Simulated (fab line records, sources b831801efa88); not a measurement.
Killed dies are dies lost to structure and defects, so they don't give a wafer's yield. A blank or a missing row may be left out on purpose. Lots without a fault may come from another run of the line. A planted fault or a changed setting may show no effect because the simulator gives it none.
Split-lot experiment | flow sfq_line | 5 lots, 23 wafers read, on a route of 325 steps

THE SPLIT
At SFQ_TRILAYER_M1_DEP_SPUTTER_037 (material Nb, target thk 200 nm, time 133.3 s), the setting time_s was moved away from the recipe's 133.3 s on 11 of the 23 wafers read, by -11.5% to +11.6%. The other wafers ran this setting at the recipe's value.

FROM THE SPLIT TO THE READING: what the file shows between them, 3 steps
- SFQ_M1_RS_MEAS_909: measures by four-point-probe
- SFQ_TRILAYER_M1_LITHO_COAT_044: resist thk 62 nm
- SFQ_TRILAYER_M1_BARC_OPEN_METAL_ETCH_054: etches BARC in O2, target depth 125 nm, time 41.7 s

THE READING
oes_product_au, in a.u., at SFQ_TRILAYER_M1_ETCH_METAL_ETCH_042 (etches Nb in Cl2/Ar, stops on SiO2, target depth 240 nm, time 120 s). Fault-free wafers of this fab line usually give 0.894 a.u., standard deviation 0.0062 a.u..

wafer  | tool, chamber at the split | time_s as run, s | against the recipe | oes_product_au, a.u. | against lot-mates on the recipe
L074.1 | pvd_sputter-04, -          | 133.3            | recipe             | 0.895                | -
L074.4 | pvd_sputter-04, -          | 133.3            | recipe             | 0.897                | -
L074.6 | pvd_sputter-04, -          | 133.3            | recipe             | 0.887                | -
L077.1 | pvd_sputter-04, -          | 133.3            | recipe             | 0.893                | -
L077.2 | pvd_sputter-04, -          | 147.8            | +10.9%             | 0.949                | +0.053
L077.4 | pvd_sputter-04, -          | 147.8            | +10.9%             | 0.950                | +0.054
L077.5 | pvd_sputter-04, -          | 133.3            | recipe             | 0.899                | -
L077.6 | pvd_sputter-04, -          | 147.8            | +10.9%             | 0.948                | +0.052
L080.1 | pvd_sputter-06, -          | 133.3            | recipe             | 0.897                | -
L080.2 | pvd_sputter-06, -          | 148.8            | +11.6%             | 0.957                | +0.057
L080.3 | pvd_sputter-06, -          | 148.8            | +11.6%             | 0.956                | +0.056
L080.5 | pvd_sputter-06, -          | 133.3            | recipe             | 0.905                | -
L080.6 | pvd_sputter-06, -          | 133.3            | recipe             | 0.899                | -
L081.2 | pvd_sputter-04, -          | 118              | -11.5%             | 0.837                | -0.060
L081.3 | pvd_sputter-04, -          | 118              | -11.5%             | 0.842                | -0.055
L081.4 | pvd_sputter-04, -          | 133.3            | recipe             | 0.899                | -
L081.5 | pvd_sputter-04, -          | 118              | -11.5%             | 0.833                | -0.064
L081.6 | pvd_sputter-04, -          | 133.3            | recipe             | 0.895                | -
L083.1 | pvd_sputter-06, -          | 147.7            | +10.8%             | 0.950                | +0.058
L083.2 | pvd_sputter-06, -          | 147.7            | +10.8%             | 0.955                | +0.063
L083.3 | pvd_sputter-06, -          | 147.7            | +10.8%             | 0.952                | +0.060
L083.4 | pvd_sputter-06, -          | 133.3            | recipe             | 0.891                | -
L083.6 | pvd_sputter-06, -          | 133.3            | recipe             | 0.893                | -

THE FIT
A straight line over all 23 wafers: oes_product_au changes by +0.0051 a.u. for each +1% of time_s; r = +1.00; the points scatter about the line by 0.0039 a.u..
The same after taking each lot's own level away (the mean of its wafers on the recipe; 23 wafers): +0.00515 a.u. for each +1%; r = +1.00; scatter 0.0038 a.u..
On that fit, the largest move of time_s shifts the reading by 0.06 a.u..
The lots' own levels span 0.8920 to 0.9003 a.u., that is 1.3 times the standard deviation above.
So the lot-to-lot level changes the slope little: the two slopes agree.
Check: with one of the wafers moved furthest among these (+11.6%) left out of the fit, the line predicts +0.0601 a.u. for it against its lot-mates. It came out at +0.0567 a.u. against them.

OTHER SPLITS ON THESE WAFERS
These wafers also went through other splits before the reading. Each is held against what the fit with the lots' levels taken away leaves over:
other split on the same wafers                   | wafers away from the commonest value | r with oes_product_au (lot level and that fit taken away)
SFQ_TRILAYER_L0_VIA_LITHO_COAT_018 resist_thk_nm | 7                                    | +0.19
SFQ_TRILAYER_I0_CMP_CMP_028 leave_above_ref_nm   | 9                                    | +0.11
SFQ_TRILAYER_I0_VIA_LITHO_COAT_036 spin_rpm      | 7                                    | -0.23
SFQ_TRILAYER_I0_VIA_ETCH_VIA_ETCH_034 source_w   | 6                                    | -0.43

THE WHOLE CHAIN: every reading that the file lists as answering this split, in the file's order
step                                | what it does                                                        | reading                                                                                   | change (the file's fit)                   | r (the file's)
SFQ_TRILAYER_M1_DEP_SPUTTER_037     | material Nb, target thk 200 nm, time 133.3 s                        | Nb_of_TRILAYER_M1_DEP_SPUTTER_037.thk_nm (the simulator's own value, which no gauge read) | +1.98 nm for each +1% of the setting      | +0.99
SFQ_M1_RS_MEAS_909                  | measures by four-point-probe                                        | M1_NB_RS                                                                                  | -0.00845 for each +1% of the setting      | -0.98
SFQ_TRILAYER_M1_ETCH_METAL_ETCH_042 | etches Nb in Cl2/Ar, stops on SiO2, target depth 240 nm, time 120 s | oes_product_au                                                                            | +0.00512 a.u. for each +1% of the setting | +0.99

THE FILE'S OWN FIT
oes_product_au changes by +0.00512 a.u. for each +1% of time_s, r = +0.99.
